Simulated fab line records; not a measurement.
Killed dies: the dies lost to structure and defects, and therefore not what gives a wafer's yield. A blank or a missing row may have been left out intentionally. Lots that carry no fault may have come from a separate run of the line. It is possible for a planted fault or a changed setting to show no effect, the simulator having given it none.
Which of the tools did it?	flow gf180mcu	13 lots with 36 wafers sampled at 4 steps, on a route of 602 steps

== WHAT THE GAUGES SHOWED, per wafer ==
GF_M3_THK_MEAS_06: measures by xrf.
lot	measured	on	M3_ALCU_THK (nm)
L572	day 20 02:26	film_metro-01	455 461 461
L573	day 20 06:52	film_metro-01	473 464 472
L574	day 20 19:35	film_metro-03	454 454 456
L575	day 21 07:13	film_metro-04	474 466 473
L576	day 21 16:12	film_metro-01	453 456 454
L581	day 23 19:44	film_metro-04	462 460
L582	day 24 05:42	film_metro-03	460 454
L583	day 24 14:55	film_metro-03	456 457
L588	day 26 03:44	film_metro-01	462 461 464
L590	day 26 20:34	film_metro-04	465 464 463
L593	day 27 20:19	film_metro-04	464 461 458
L594	day 27 22:55	film_metro-01	458 457 459
L595	day 28 04:13	film_metro-03	463 460 458

GF_M4_CD_MEAS_14 targets a cd of 280 nm.
lot	measured	on	cd_nm (nm)
L572	day 23 02:42	cd_sem-02	279.6 279.5 279.2
L573	day 23 07:50	cd_sem-02	278.9 280.5 278.4
L574	day 23 20:04	cd_sem-01	279.9 280.9 280.5
L575	day 24 05:57	cd_sem-01	277.1 279.4 278.2
L576	day 24 14:30	cd_sem-02	278.4 277.2 277.5
L581	day 26 16:35	cd_sem-02	279.0 280.2
L582	day 27 00:10	cd_sem-02	280.9 280.3
L583	day 27 08:02	cd_sem-01	280.8 281.2
L588	day 28 17:40	cd_sem-01	281.0 280.9 281.4
L590	day 29 09:49	cd_sem-02	280.6 282.7 281.6
L593	day 30 08:13	cd_sem-01	279.7 278.2 280.2
L594	day 30 09:59	cd_sem-02	282.4 282.2 280.1
L595	day 30 15:27	cd_sem-01	280.6 279.2 279.3

GF_V4_THK_MEAS_25: measures by xrf.
lot	measured	on	V4_W_THK (nm)
L572	day 24 04:09	film_metro-03	363 362 357
L573	day 24 08:23	film_metro-03	365 363 369
L574	day 24 20:14	film_metro-03	360 358 361
L575	day 25 06:09	film_metro-04	358 347 345
L576	day 25 14:10	film_metro-03	354 359 360
L581	day 27 14:37	film_metro-03	360 363
L582	day 27 23:28	film_metro-03	368 367
L583	day 28 06:12	film_metro-02	350 345
L588	day 29 15:35	film_metro-04	355 360 359
L590	day 30 07:32	film_metro-03	363 366 363
L593	day 31 03:34	film_metro-02	363 356 363
L594	day 31 07:41	film_metro-04	360 360 359
L595	day 31 11:55	film_metro-03	361 358 359

== WHAT TOOL EACH LOT RAN ON (gives the tool, then ch and the chambers of the sampled wafers, and finally the start) ==
lot	GF_V4_SOFTBAKE_10
L572	litho_track-03 ch 0, day 23 15:00
L573	litho_track-04 ch 0, day 23 20:00
L574	litho_track-04 ch 0, day 24 08:00
L575	litho_track-03 ch 0, day 24 18:00
L576	litho_track-04 ch 0, day 25 02:00
L581	litho_track-03 ch 0, day 27 03:00
L582	litho_track-03 ch 0, day 27 11:00
L583	litho_track-03 ch 0, day 27 19:00
L588	litho_track-04 ch 0, day 29 04:00
L590	litho_track-01 ch 0, day 29 21:00
L593	litho_track-03 ch 0, day 30 18:00
L594	litho_track-03 ch 0, day 30 20:00
L595	litho_track-04 ch 0, day 31 01:00
- GF_V4_SOFTBAKE_10: time 60 s.

== WHAT THE TOOLS THEMSELVES READ (means of the sampled wafers that have a number; where no wafer has one, the mark that the record gives instead) ==
GF_V4_SOFTBAKE_10.
lot	tool	chill_plate_temp_C (C)	run_length_s (s)
L572	litho_track-03	23.05	89.18
L573	litho_track-04	22.96	89.26
L574	litho_track-04	22.97	89.40
L575	litho_track-03	23.11	89.18
L576	litho_track-04	22.96	89.29
L581	litho_track-03	22.91	90.66
L582	litho_track-03	23.09	90.56
L583	litho_track-03	23.08	92.10
L588	litho_track-04	22.90	89.40
L590	litho_track-01	23.07	89.18
L593	litho_track-03	22.99	89.09
L594	litho_track-03	23.12	89.01
L595	litho_track-04	23.10	89.40

== THE ANSWER, worked out from the rows above alone ==
Rule: usual is defined by the lots themselves. The widest of any qualifying gaps counts: lots, ordered by their means at a reading, are off when they make up no more than a third of the lots, leave a main group of 4 or more, and stand apart from it by 3 or more times the standard deviation of that group's means. Not used: any main group whose means are identical at the precision the tables above print for the reading. Also off: a lot with no number at a reading for which 4 or more lots have one. Where the step has rows for the other lots, those lots are counted as sound. After the gauges, taken in route order, come the tools' own readings; for these a lot's mean is taken, as printed above. At the first step where some lot is off, the reading lying furthest off is the one used; lots without a number count as furthest.
Off at GF_V4_SOFTBAKE_10 (run_length_s): L581, L582, L583. Mean 89.24 s and standard deviation 0.13 in the main group.
A tool fits if, at that step or a process step before it, it ran every lot that is off, and no sound lot after the first of them. Not one of the candidates tried fits.

== WHAT HAD BEEN PUT IN BY THE SIMULATOR ==
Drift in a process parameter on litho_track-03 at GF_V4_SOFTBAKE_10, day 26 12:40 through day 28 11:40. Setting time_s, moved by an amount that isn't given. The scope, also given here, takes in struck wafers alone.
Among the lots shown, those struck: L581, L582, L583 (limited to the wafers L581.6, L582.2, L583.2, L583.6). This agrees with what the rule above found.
